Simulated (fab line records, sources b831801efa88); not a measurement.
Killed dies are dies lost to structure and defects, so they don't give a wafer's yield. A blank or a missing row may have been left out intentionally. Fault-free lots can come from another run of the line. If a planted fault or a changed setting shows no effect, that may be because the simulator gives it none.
fab line records	flow sky130
record lots=6	wafers=18	last_day=49
route steps=708 shown VIA2@520 METAL3@532
lots that met no fault: taken from a fault-free run of the same line
start_h: start of the lot's first displayed wafer, in hours after the record's first day	wait_h: how many hours have passed since the lot's step before this one	" repeats the value in the row above	L1.1+2: a row that stands for several wafers	- no value, or no start was given	* or withheld: withheld	< > ~ a bound
route shown NAME@n: names a module that has steps shown in the file, with the first one's number in the route	usual: mean and standard deviation over wafers with no fault	same: alike in all rows	chamber/n: place in a boat	sites: per-site readings	_std_site: the values' standard deviation	_edge_site: inner sites' mean taken away from outer sites' mean	radius_mm: how far each site lies from the wafer's centre	mask NAME#n: copy n	behind: the last tool/chamber to shape the wafer	hold: the reason the lot was held/the length of the hold in hours/how it ended	device: the transistor (n, p or np) that didn't switch	end of line: the route-end tests of the same wafers	where a step has no rows: the recipe by itself	killed: not the wafer's yield, but the dies lost to structure and defects at the first sort	map: the dies of a wafer, with x for killed, . for not killed, _ for no die there
set.NAME: the run value of the setting; set.NAME@STEP: its run value at that earlier step	model.NAME: the simulator's own value behind a step, which no gauge read
lots at some steps of the route; a table a step, a row a wafer
services: when a tool's chamber went out of use (start_h, in hours from the record's first day, below 0 if earlier), for how many hours, and the reason
## steps
# step SKY_VIA2_OVL_MEAS_13
# usual VIA2_OVL=2/6.5
lot.wafer	tool	chamber	start_h	wait_h	VIA2_OVL[nm]
L641.1	overlay-02	-	841.98	0.1	5
L641.3	"	-	"	"	11
L641.4	"	-	"	"	13
L646.4	overlay-02	-	881.75	0.1	10
L646.5	"	-	"	"	6
L646.6	"	-	"	"	4
L648.3	overlay-01	-	901.84	0.1	-3
L648.4	"	-	"	"	-6
L648.6	"	-	"	"	-3
L649.2	overlay-01	-	922.39	0.1	0
L649.3	"	-	"	"	-6
L649.5	"	-	"	"	-3
L658.3	overlay-01	-	968.89	0.1	6
L658.4	"	-	"	"	13
L658.6	"	-	"	"	14
L662.1	overlay-02	-	995.66	0.1	-6
L662.3	"	-	"	"	2
L662.6	"	-	"	"	4
# step SKY_VIA2_ETCH_14
# recipe chemistry=N2/H2	target=BARC	ion_energy_ev=200	source_w=500	bias_w=100	pressure_mtorr=30	n2_flow_sccm=100	h2_flow_sccm=200	stop_on=SiO2	time_s=45.9	target_depth_a=600
# usual drypump_motor_current_A=5.8/0.32	oes_product_au=0.854/0.0046	throttle_valve_pct=13.224/0.009
lot.wafer	tool	chamber	start_h	wait_h	drypump_motor_current_A	oes_product_au	rf_hours_counter_h	throttle_valve_pct
L641.1	rie_diel-04	0	842.01	0.0	5.8	0.852	1	13.220
L641.3	"	3	"	"	5.7	0.855	21	13.233
L641.4	"	1	"	"	6.1	0.852	9	13.235
L646.4	rie_diel-04	1	881.79	0.0	6.1	0.853	-	13.225
L646.5	"	0	"	"	5.8	0.860	-	13.218
L646.6	"	2	"	"	6.2	0.851	-	13.218
L648.3	rie_diel-01	3	901.87	0.0	5.3	0.858	20	13.220
L648.4	"	0	"	"	5.7	0.850	-	13.225
L648.6	"	3	"	"	5.3	0.850	-	13.229
L649.2	rie_diel-03	2	922.42	0.0	5.7	0.848	14	13.222
L649.3	"	1	"	"	6.2	0.848	18	13.221
L649.5	"	1	"	"	6.3	0.851	-	13.224
L658.3	rie_diel-01	3	968.91	0.0	5.3	0.850	22	13.215
L658.4	"	1	"	"	5.8	0.858	14	13.228
L658.6	"	1	"	"	5.8	0.851	-	13.225
L662.1	rie_diel-04	2	995.70	0.0	6.2	0.862	10	13.227
L662.3	"	1	"	"	6.1	0.849	13	13.224
L662.6	"	2	"	"	6.2	0.854	-	13.223
# step SKY_VIA2_ETCH_15
# recipe target=SiO2	chemistry=C4F8/O2/Ar	target_depth_nm=546	stop_on=TiN	mask_material=KrF-thick	source_w=1500	bias_w=1200	pressure_mtorr=40	c4f8_flow_sccm=withheld	O2_flow_sccm=6	Ar_flow_sccm=300	time_s=84
# usual oes_product_au=0.939/0.0051
lot.wafer	tool	chamber	start_h	wait_h	oes_product_au	rf_hours_counter_h
L641.1	rie_diel-04	0	842.06	0.0	0.941	1
L641.3	"	3	"	"	0.940	21
L641.4	"	1	"	"	0.939	9
L646.4	rie_diel-04	1	881.84	0.0	0.944	-
L646.5	"	0	"	"	0.944	-
L646.6	"	2	"	"	0.939	-
L648.3	rie_diel-01	3	901.91	0.0	0.933	20
L648.4	"	0	"	"	0.935	-
L648.6	"	3	"	"	0.935	-
L649.2	rie_diel-03	2	922.46	0.0	0.948	14
L649.3	"	1	"	"	0.943	18
L649.5	"	1	"	"	0.936	-
L658.3	rie_diel-01	3	968.96	0.0	0.937	22
L658.4	"	1	"	"	0.936	14
L658.6	"	1	"	"	0.932	-
L662.1	rie_diel-04	2	995.74	0.0	0.940	10
L662.3	"	1	"	"	0.936	13
L662.6	"	2	"	"	0.937	-
# step SKY_VIA2_STRIP_16
# recipe chemistry=O2/N2	power_w=1400	pressure_mtorr=1500	platen_temp_c=withheld	o2_flow_sccm=3000	n2_flow_sccm=300	overash_fraction=0.5
# usual drypump_motor_current_A=5.3/0.42	o2_flow_sccm=3000/9.4	oes_product_au=0.399/0.0043	strip_time_to_endpoint_s=4.050/0.028
lot.wafer	tool	chamber	start_h	wait_h	drypump_motor_current_A	o2_flow_sccm	oes_product_au	rf_hours_counter_h	strip_time_to_endpoint_s
L641.1	plasma_asher-02	1	842.12	0.0	5.7	3012	0.397	41	4.053
L641.3	"	1	"	"	5.7	3014	0.388	-	4.012
L641.4	"	0	"	"	5.4	3000	0.401	-	4.039
L646.4	plasma_asher-04	0	881.91	0.0	5.2	3011	0.398	-	4.053
L646.5	"	1	"	"	4.7	3000	0.393	-	4.050
L646.6	"	0	"	"	5.2	3013	0.388	-	4.045
L648.3	plasma_asher-04	0	902.01	0.1	5.2	2997	0.396	-	4.063
L648.4	"	1	"	"	4.7	3005	0.404	-	4.046
L648.6	"	0	"	"	5.2	2991	0.396	-	4.069
L649.2	plasma_asher-02	1	922.52	0.0	5.7	2989	0.396	49	4.037
L649.3	"	1	"	"	5.7	2991	0.399	-	4.070
L649.5	"	1	"	"	5.7	2988	0.402	-	4.077
L658.3	plasma_asher-01	0	969.05	0.1	5.4	3009	0.402	-	4.030
L658.4	"	1	"	"	6.0	3004	0.402	-	4.011
L658.6	"	1	"	"	6.0	2992	0.395	-	4.005
L662.1	plasma_asher-04	1	995.80	0.0	4.7	2981	0.403	87	4.057
L662.3	"	0	"	"	5.2	3008	0.394	-	4.072
L662.6	"	0	"	"	5.2	3000	0.400	-	4.050
# step SKY_VIA2_STRIP_17
# recipe chemistry=post_etch_residue_remover	time_s=1200	temp_c=72.5
# step SKY_VIA2_CLEAN_18
# recipe chemistry=IPA	time_s=180	temp_c=25
# step SKY_VIA2_CLEAN_19
# recipe chemistry=O3/DIW	dry=n2_spin
# step SKY_VIA2_SPUTTER_20
# recipe material=TiN	target_thk_nm=20	chamber_pressure_pa=5	power_w=4000	time_s=80
# usual cathode_dc_power_W=4000.0/0.71	chamber_pressure_pa=5.000/0.01	throttle_valve_pct=30.3/1.1
lot.wafer	tool	chamber	start_h	wait_h	cathode_dc_power_W	chamber_pressure_pa	throttle_valve_pct
L641.1	pvd_sputter-03	-	842.71	0.0	3999.3	4.991	29.4
L641.3	"	-	"	"	4000.7	5.001	29.8
L641.4	"	-	"	"	4000.0	4.987	31.0
L646.4	pvd_sputter-01	-	882.46	0.0	3999.6	4.976	31.7
L646.5	"	-	"	"	4000.1	5.007	30.1
L646.6	"	-	"	"	4000.6	4.978	31.3
L648.3	pvd_sputter-03	-	902.61	0.0	4000.1	4.996	29.8
L648.4	"	-	"	"	3998.9	5.006	29.3
L648.6	"	-	"	"	3997.9	4.991	29.3
L649.2	pvd_sputter-01	-	923.17	0.0	3997.2	5.001	29.6
L649.3	"	-	"	"	3999.2	4.999	31.6
L649.5	"	-	"	"	3999.9	4.998	30.3
L658.3	pvd_sputter-04	-	969.62	0.0	3999.5	5.001	28.7
L658.4	"	-	"	"	3999.9	5.001	30.3
L658.6	"	-	"	"	3998.6	5.004	31.4
L662.1	pvd_sputter-01	-	996.39	0.0	4000.6	5.003	31.9
L662.3	"	-	"	"	3999.3	5.008	31.8
L662.6	"	-	"	"	3998.4	5.006	30.1
# step SKY_VIA2_CVD_21
# recipe material=W	target_thk_nm=420	time_s=126.4	temp_c=400	pressure_torr=40
# step SKY_VIA2_RS_MEAS_22
# recipe thk_meas_gauge=four-point-probe	reads=W_of_VIA2_CVD_21+TiN_of_VIA2_SPUTTER_20
# usual VIA2_W_RS=0.2730/0.0027
lot.wafer	tool	chamber	start_h	wait_h	VIA2_W_RS[ohm/sq]
L641.1	film_metro-04	-	842.90	0.1	0.2725
L641.3	"	-	"	"	0.2738
L641.4	"	-	"	"	0.2736
L646.4	film_metro-03	-	882.72	0.1	0.2739
L646.5	"	-	"	"	0.2758
L646.6	"	-	"	"	0.2738
L648.3	film_metro-04	-	902.84	0.1	0.2745
L648.4	"	-	"	"	0.2743
L648.6	"	-	"	"	0.2737
L649.2	film_metro-01	-	923.39	0.1	0.2753
L649.3	"	-	"	"	0.2753
L649.5	"	-	"	"	0.2755
L658.3	film_metro-04	-	969.85	0.1	0.2769
L658.4	"	-	"	"	0.2741
L658.6	"	-	"	"	0.2756
L662.1	film_metro-04	-	996.59	0.1	0.2731
L662.3	"	-	"	"	0.2749
L662.6	"	-	"	"	0.2747
# step SKY_VIA2_THK_MEAS_23
# recipe thk_meas_gauge=xrf	reads=W_of_VIA2_CVD_21
# usual VIA2_W_THK=421/7.5
lot.wafer	tool	chamber	start_h	wait_h	VIA2_W_THK[nm]
L641.1	film_metro-04	-	843.02	0.1	420
L641.3	"	-	"	"	417
L641.4	"	-	"	"	418
L646.4	film_metro-03	-	882.81	0.1	429
L646.5	"	-	"	"	424
L646.6	"	-	"	"	429
L648.3	film_metro-04	-	902.94	0.1	416
L648.4	"	-	"	"	416
L648.6	"	-	"	"	416
L649.2	film_metro-01	-	923.50	0.1	418
L649.3	"	-	"	"	419
L649.5	"	-	"	"	415
L658.3	film_metro-04	-	969.95	0.1	408
L658.4	"	-	"	"	412
L658.6	"	-	"	"	411
L662.1	film_metro-04	-	996.71	0.1	415
L662.3	"	-	"	"	414
L662.6	"	-	"	"	415
# step SKY_VIA2_CMP_24
# recipe stop_on=SiO2	t_overpolish_s=20	down_force_psi=3.5	platen_rpm=60	target_thk_nm=0	pad_velocity_m_s=0.94248
# step SKY_METAL3_SPUTTER_00
# recipe material=Ti	target_thk_nm=15	power_w=3000	time_s=10	chamber_pressure_pa=0.4
# usual cathode_dc_power_W=3000.0/0.5	chamber_pressure_pa=0.4000/0.00076	throttle_valve_pct=30.3/0.9
lot.wafer	tool	chamber	start_h	wait_h	cathode_dc_power_W	chamber_pressure_pa	throttle_valve_pct
L641.1	pvd_sputter-02	-	843.38	0.2	2999.4	0.3990	30.2
L641.3	"	-	"	"	3000.7	0.4000	31.4
L641.4	"	-	"	"	3000.3	0.3989	31.1
L646.4	pvd_sputter-02	-	883.14	0.1	3000.2	0.4009	30.2
L646.5	"	-	"	"	2999.2	0.4001	30.2
L646.6	"	-	"	"	2999.6	0.4006	30.9
L648.3	pvd_sputter-02	-	903.28	0.2	-	-	-
L648.4	"	-	"	"	-	-	-
L648.6	"	-	"	"	-	-	-
L649.2	pvd_sputter-02	-	923.85	0.2	-	-	-
L649.3	"	-	"	"	-	-	-
L649.5	"	-	"	"	-	-	-
L658.3	pvd_sputter-02	-	970.29	0.2	2999.3	0.3997	31.2
L658.4	"	-	"	"	3000.2	0.3999	31.0
L658.6	"	-	"	"	3000.8	0.4015	30.8
L662.1	pvd_sputter-03	-	997.07	0.2	3000.1	0.3996	30.2
L662.3	"	-	"	"	3000.2	0.4001	31.3
L662.6	"	-	"	"	3000.2	0.3998	29.4
# step SKY_METAL3_SPUTTER_01
# recipe material=TiN	target_thk_nm=20	power_w=6500	time_s=16.7	chamber_pressure_pa=0.4
# usual cathode_dc_power_W=6500.0/1.1	chamber_pressure_pa=0.4001/0.00078	throttle_valve_pct=30.3/0.89
lot.wafer	tool	chamber	start_h	wait_h	cathode_dc_power_W	chamber_pressure_pa	throttle_valve_pct
L641.1	pvd_sputter-02	-	843.41	0.0	6500.4	0.4013	30.1
L641.3	"	-	"	"	6497.9	0.4000	31.7
L641.4	"	-	"	"	6501.6	0.3981	30.8
L646.4	pvd_sputter-02	-	883.16	0.0	6500.6	0.3990	30.1
L646.5	"	-	"	"	6499.3	0.4007	30.0
L646.6	"	-	"	"	6500.1	0.3995	31.2
L648.3	pvd_sputter-02	-	903.30	0.0	6502.2	0.3994	30.2
L648.4	"	-	"	"	6501.9	0.4006	30.9
L648.6	"	-	"	"	6500.7	0.3993	31.0
L649.2	pvd_sputter-02	-	923.87	0.0	6501.4	0.3990	30.0
L649.3	"	-	"	"	6502.0	0.3997	31.1
L649.5	"	-	"	"	6501.2	0.4012	30.2
L658.3	pvd_sputter-02	-	970.31	0.0	6499.2	0.4003	31.1
L658.4	"	-	"	"	6502.4	0.3996	30.9
L658.6	"	-	"	"	6501.8	0.4017	30.9
L662.1	pvd_sputter-03	-	997.09	0.0	6500.1	0.3994	29.8
L662.3	"	-	"	"	6499.4	0.3997	31.2
L662.6	"	-	"	"	6498.6	0.4000	29.4
## services
tool	chamber	start_h	hours	kind
pvd_sputter-04	-	824.54	15.2	repair
pvd_sputter-04	-	845.26	5.4	repair
pvd_sputter-04	-	848.16	11.0	repair
pvd_sputter-03	-	856.92	1.0	repair
rie_diel-04	-	872.70	1.5	repair
rie_diel-04	3	874.23	-	clean
rie_diel-04	3	874.23	18.6	scheduled_down
rie_diel-04	3	874.23	18.6	vent_cycle
rie_diel-01	2	878.85	34.8	repair
rie_diel-01	3	883.12	3.0	repair
plasma_asher-04	-	897.69	3.1	repair
rie_diel-04	2	898.37	2.0	repair
rie_diel-03	-	905.88	0.6	repair
pvd_sputter-02	-	906.10	0.5	repair
rie_diel-04	3	909.89	7.0	repair
plasma_asher-01	-	915.56	1.0	repair
rie_diel-04	1	915.96	9.0	repair
pvd_sputter-03	-	916.19	1.5	repair
rie_diel-03	3	918.45	7.8	repair
pvd_sputter-01	-	935.25	5.0	repair
pvd_sputter-04	-	991.57	2.5	repair
rie_diel-01	0	993.26	65.1	repair
## key
first_sign step=SKY_METAL3_SPUTTER_00	reading=tool_record	direction=missing
effect none on later readings
met_at SKY_METAL3_SPUTTER_00
struck_wafers L648.3,L648.4,L648.6,L649.2,L649.3,L649.5
later_rows_left_out L648.3,L648.4,L648.6,L649.2,L649.3,L649.5
sort_left_out L648.3,L648.4,L648.6,L649.2,L649.3,L649.5
onset_between 883.14 903.28
fault kind=skipped_step_whole	tool=pvd_sputter-02	chamber=-	onset_h=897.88	steps=SKY_METAL3_SPUTTER_00	scope=struck_lots_only
# sort_left_out: the simulated sort isn't trusted on such a fault, so these wafers' sort isn't shown, and their yield isn't known
# later_rows_left_out: the simulator's readings of these wafers behind a module that went badly wrong aren't trusted and aren't shown, but for the sort
